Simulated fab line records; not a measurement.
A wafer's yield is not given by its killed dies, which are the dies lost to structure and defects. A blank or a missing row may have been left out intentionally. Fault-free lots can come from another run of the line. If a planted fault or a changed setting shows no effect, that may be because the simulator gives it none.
Chamber matching || flow sky130 || SKY_VIA2_ETCH_15 on rieDiel-02 has 4 sister chambers
The step etches SiO2 in C4F8/O2/Ar, stops on TiN, target depth 546 nm, time 84 s. 8 wafers are shown with their chamber, then 9 later ones without.

== WAFERS, EACH WITH ITS CHAMBER ==
{"wafer": "L084.3", "chamber": 1, "oesProductAu (a.u.)": 0.941, "chamberPressureMTorr (mTorr)": 40.01}
{"wafer": "L084.4", "chamber": 0, "oesProductAu (a.u.)": 0.943, "chamberPressureMTorr (mTorr)": 39.96}
{"wafer": "L087.1", "chamber": 0, "oesProductAu (a.u.)": 0.934, "chamberPressureMTorr (mTorr)": 39.99}
{"wafer": "L087.2", "chamber": 2, "oesProductAu (a.u.)": 0.938, "chamberPressureMTorr (mTorr)": 40.02}
{"wafer": "L087.4", "chamber": 3, "oesProductAu (a.u.)": 0.944, "chamberPressureMTorr (mTorr)": 40.02}
{"wafer": "L089.1", "chamber": 2, "oesProductAu (a.u.)": 0.938, "chamberPressureMTorr (mTorr)": 39.97}
{"wafer": "L089.3", "chamber": 1, "oesProductAu (a.u.)": 0.943, "chamberPressureMTorr (mTorr)": 40.03}
{"wafer": "L089.4", "chamber": 3, "oesProductAu (a.u.)": 0.937, "chamberPressureMTorr (mTorr)": 40.03}

== WAFERS WITH NO CHAMBER GIVEN ==
{"wafer": "L091.1", "oesProductAu (a.u.)": 0.945, "chamberPressureMTorr (mTorr)": 40.04}
{"wafer": "L091.4", "oesProductAu (a.u.)": 0.944, "chamberPressureMTorr (mTorr)": 39.95}
{"wafer": "L091.6", "oesProductAu (a.u.)": 0.941, "chamberPressureMTorr (mTorr)": 40.00}
{"wafer": "L096.1", "oesProductAu (a.u.)": 0.933, "chamberPressureMTorr (mTorr)": 39.98}
{"wafer": "L096.2", "oesProductAu (a.u.)": 0.946, "chamberPressureMTorr (mTorr)": 39.93}
{"wafer": "L096.5", "oesProductAu (a.u.)": 0.934, "chamberPressureMTorr (mTorr)": 39.98}
{"wafer": "L095.4", "oesProductAu (a.u.)": 0.939, "chamberPressureMTorr (mTorr)": 39.96}
{"wafer": "L095.5", "oesProductAu (a.u.)": 0.948, "chamberPressureMTorr (mTorr)": 40.03}
{"wafer": "L095.6", "oesProductAu (a.u.)": 0.940, "chamberPressureMTorr (mTorr)": 40.01}

== WHICH CHAMBER EACH WENT THROUGH ==
{"wafer": "L091.1", "from the rows above": "can't be placed: 1 or 3 or 2", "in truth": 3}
{"wafer": "L091.4", "from the rows above": "can't be placed: 0 or 2 or 1 or 3", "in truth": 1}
{"wafer": "L091.6", "from the rows above": "can't be placed: 2 or 1 or 3 or 0", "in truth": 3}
{"wafer": "L096.1", "from the rows above": "can't be placed: 0 or 2 or 3 or 1", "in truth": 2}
{"wafer": "L096.2", "from the rows above": "can't be placed: 0 or 2 or 1 or 3", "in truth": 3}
{"wafer": "L096.5", "from the rows above": "can't be placed: 0 or 2 or 3 or 1", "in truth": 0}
{"wafer": "L095.4", "from the rows above": "can't be placed: 0 or 2", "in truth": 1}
{"wafer": "L095.5", "from the rows above": "can't be placed: 1 or 3 or 2 or 0", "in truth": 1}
{"wafer": "L095.6", "from the rows above": "can't be placed: 1 or 3 or 2 or 0", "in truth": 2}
Correct placement for 0 of the 9. These rows do not allow placing 9 (true chamber among the candidates in 8). Number placed wrongly: 0.
How it was worked out, from the rows above alone: a wafer's distance from a chamber is the root of the sum, over the readings, of the square of ((its reading less the chamber's mean) divided by the reading's scatter). The wafer belongs to the nearest chamber; if the next one is less than 2 further off, it can't be placed. A chamber's mean is the mean of its shown wafers. How the scatter is found: for the shown wafers, subtract from each reading the mean of its chamber, square and add these, divide the total by (wafers less chambers), then take the root.
